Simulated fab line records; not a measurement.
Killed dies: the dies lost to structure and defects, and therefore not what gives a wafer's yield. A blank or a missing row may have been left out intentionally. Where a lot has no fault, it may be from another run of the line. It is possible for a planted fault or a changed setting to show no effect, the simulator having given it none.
Which tool did it? :: flow sky130 :: 10 lots, 30 wafers sampled, at 3 steps of a route of 708

== WHAT EACH GAUGE READ, for each wafer ==
SKY_LDD_HVN_OVL_MEAS_07. Usual: for LDD_HVN_OVL the level is -1.0 nm and the standard deviation is 1.6.
lot: L779
measured: day 21 03:23
on: overlay-01
LDD_HVN_OVL (nm): -0.4 -0.5 -1.4
flag: 

lot: L780
measured: day 21 04:20
on: overlay-01
LDD_HVN_OVL (nm): -3.2 -4.0 -3.0
flag: 

lot: L783
measured: day 22 17:43
on: overlay-02
LDD_HVN_OVL (nm): -2.0 -1.6 -0.5
flag: 

lot: L784
measured: day 22 22:16
on: overlay-02
LDD_HVN_OVL (nm): 0.7 -0.8 -1.1
flag: 

lot: L787
measured: day 23 08:11
on: overlay-02
LDD_HVN_OVL (nm): -2.5 -1.7 -1.9
flag: 

lot: L786
measured: day 23 11:50
on: overlay-02
LDD_HVN_OVL (nm): -0.5 -2.1 -3.7
flag: 

lot: L788
measured: day 23 17:47
on: overlay-02
LDD_HVN_OVL (nm): 1.5 2.0 2.2
flag: 

lot: L799
measured: day 27 16:55
on: overlay-01
LDD_HVN_OVL (nm): 0.2 -1.8 0.7
flag: 

lot: L800
measured: day 28 04:16
on: overlay-02
LDD_HVN_OVL (nm): -0.2 -0.6 0.1
flag: 

lot: L801
measured: day 28 08:10
on: overlay-02
LDD_HVN_OVL (nm): -1.2 1.2 0.3
flag: 

SKY_LDD_LDN_TW_MEAS_13. Usual: for LDD_LDN_TW the level is 1488 and the standard deviation is 8.9.
lot: L779
measured: day 23 16:57
on: filmMetro-03
LDD_LDN_TW: 1501 1494 1495
flag: 

lot: L780
measured: day 23 17:10
on: filmMetro-02
LDD_LDN_TW: 1488 1482 1478
flag: 

lot: L783
measured: day 25 05:49
on: filmMetro-02
LDD_LDN_TW: 1491 1491 1486
flag: 

lot: L784
measured: day 25 10:20
on: filmMetro-03
LDD_LDN_TW: 1505 1490 1492
flag: 

lot: L787
measured: day 25 20:31
on: filmMetro-02
LDD_LDN_TW: 1482 1488 1496
flag: 

lot: L786
measured: day 26 00:07
on: filmMetro-04
LDD_LDN_TW: 1475 1475 1473
flag: 

lot: L788
measured: day 26 04:52
on: filmMetro-03
LDD_LDN_TW: 1504 1500 1494
flag: 

lot: L799
measured: day 30 03:02
on: filmMetro-02
LDD_LDN_TW: 1489 1492 1493
flag: 

lot: L800
measured: day 30 11:37
on: filmMetro-02
LDD_LDN_TW: 1482 1492 1485
flag: 

lot: L801
measured: day 30 17:22
on: filmMetro-03
LDD_LDN_TW: 1496 1508 1502
flag: 

== TOOL THAT RAN EACH LOT (tool first, then ch and the chambers of the sampled wafers, then the start) ==
lot: L779
SKY_LDD_HVN_STRIP_09: plasmaAsher-01 ch 0,1, day 21 03:34

lot: L780
SKY_LDD_HVN_STRIP_09: plasmaAsher-02 ch 0,1, day 21 04:31

lot: L783
SKY_LDD_HVN_STRIP_09: plasmaAsher-01 ch 0,1, day 22 17:54

lot: L784
SKY_LDD_HVN_STRIP_09: plasmaAsher-02 ch 0,1, day 22 22:27

lot: L787
SKY_LDD_HVN_STRIP_09: plasmaAsher-01 ch 0,1, day 23 08:22

lot: L786
SKY_LDD_HVN_STRIP_09: plasmaAsher-03 ch 0,1, day 23 12:01

lot: L788
SKY_LDD_HVN_STRIP_09: plasmaAsher-01 ch 0,1, day 23 18:00

lot: L799
SKY_LDD_HVN_STRIP_09: plasmaAsher-02 ch 0,1, day 27 17:06

lot: L800
SKY_LDD_HVN_STRIP_09: plasmaAsher-01 ch 0, day 28 04:27

lot: L801
SKY_LDD_HVN_STRIP_09: plasmaAsher-01 ch 0,1, day 28 08:21
- SKY_LDD_HVN_STRIP_09: strips in O2/N2.

== AS READ BY THE TOOLS THEMSELVES (means over the sampled wafers that have a number; for cases with no such wafer, the mark the record gives instead) ==
SKY_LDD_HVN_STRIP_09. Usual: drypumpMotorCurrentA 5.58 A, standard deviation 0.26; o2FlowSccm 2999 sccm, standard deviation 8.4; oesProductAu 0.408 a.u., standard deviation 0.0037; stripTimeToEndpointS 4.145 s, standard deviation 0.015.
lot: L779
tool: plasmaAsher-01
drypumpMotorCurrentA (A): 5.31
o2FlowSccm (sccm): 2999
oesProductAu (a.u.): 0.406
stripTimeToEndpointS (s): 4.133
flag: 

lot: L780
tool: plasmaAsher-02
drypumpMotorCurrentA (A): 5.65
o2FlowSccm (sccm): 2995
oesProductAu (a.u.): 0.406
stripTimeToEndpointS (s): 4.154
flag: 

lot: L783
tool: plasmaAsher-01
drypumpMotorCurrentA (A): 5.52
o2FlowSccm (sccm): 3000
oesProductAu (a.u.): 0.409
stripTimeToEndpointS (s): 4.139
flag: 

lot: L784
tool: plasmaAsher-02
drypumpMotorCurrentA (A): 5.66
o2FlowSccm (sccm): 3005
oesProductAu (a.u.): 0.408
stripTimeToEndpointS (s): 4.162
flag: 

lot: L787
tool: plasmaAsher-01
drypumpMotorCurrentA (A): 5.50
o2FlowSccm (sccm): 2994
oesProductAu (a.u.): 0.408
stripTimeToEndpointS (s): 4.161
flag: 

lot: L786
tool: plasmaAsher-03
drypumpMotorCurrentA (A): 5.70
o2FlowSccm (sccm): 2997
oesProductAu (a.u.): 0.410
stripTimeToEndpointS (s): 4.146
flag: 

lot: L788
tool: plasmaAsher-01
drypumpMotorCurrentA (A): 5.50
o2FlowSccm (sccm): 3003
oesProductAu (a.u.): 0.409
stripTimeToEndpointS (s): 4.147
flag: 

lot: L799
tool: plasmaAsher-02
drypumpMotorCurrentA (A): 5.66
o2FlowSccm (sccm): 2995
oesProductAu (a.u.): 0.412
stripTimeToEndpointS (s): 4.160
flag: 

lot: L800
tool: plasmaAsher-01
drypumpMotorCurrentA (A): 5.71
o2FlowSccm (sccm): 3007
oesProductAu (a.u.): 0.407
stripTimeToEndpointS (s): 4.114
flag: 

lot: L801
tool: plasmaAsher-01
drypumpMotorCurrentA (A): 5.31
o2FlowSccm (sccm): 2999
oesProductAu (a.u.): 0.410
stripTimeToEndpointS (s): 4.167
flag: 

== THE ANSWER, worked out from the rows above alone ==
Rule: a lot is off if the mean of its wafers that have a number lies more than 3 standard deviations from the usual mean. A lot without any number at a reading at which 4 lots or more have one is off too. Where the step has rows for the other lots, those lots are counted as sound. Order of review: gauges by route order, followed by the tools' own readings, for which a lot's mean as printed above is used. The first step at which some lot is off is used, and at that step the reading that is off furthest; a lot without a number counts as furthest.
None of the lots is off at any reading shown; this tells nothing.

== WHAT THE SIMULATOR HAD INSERTED ==
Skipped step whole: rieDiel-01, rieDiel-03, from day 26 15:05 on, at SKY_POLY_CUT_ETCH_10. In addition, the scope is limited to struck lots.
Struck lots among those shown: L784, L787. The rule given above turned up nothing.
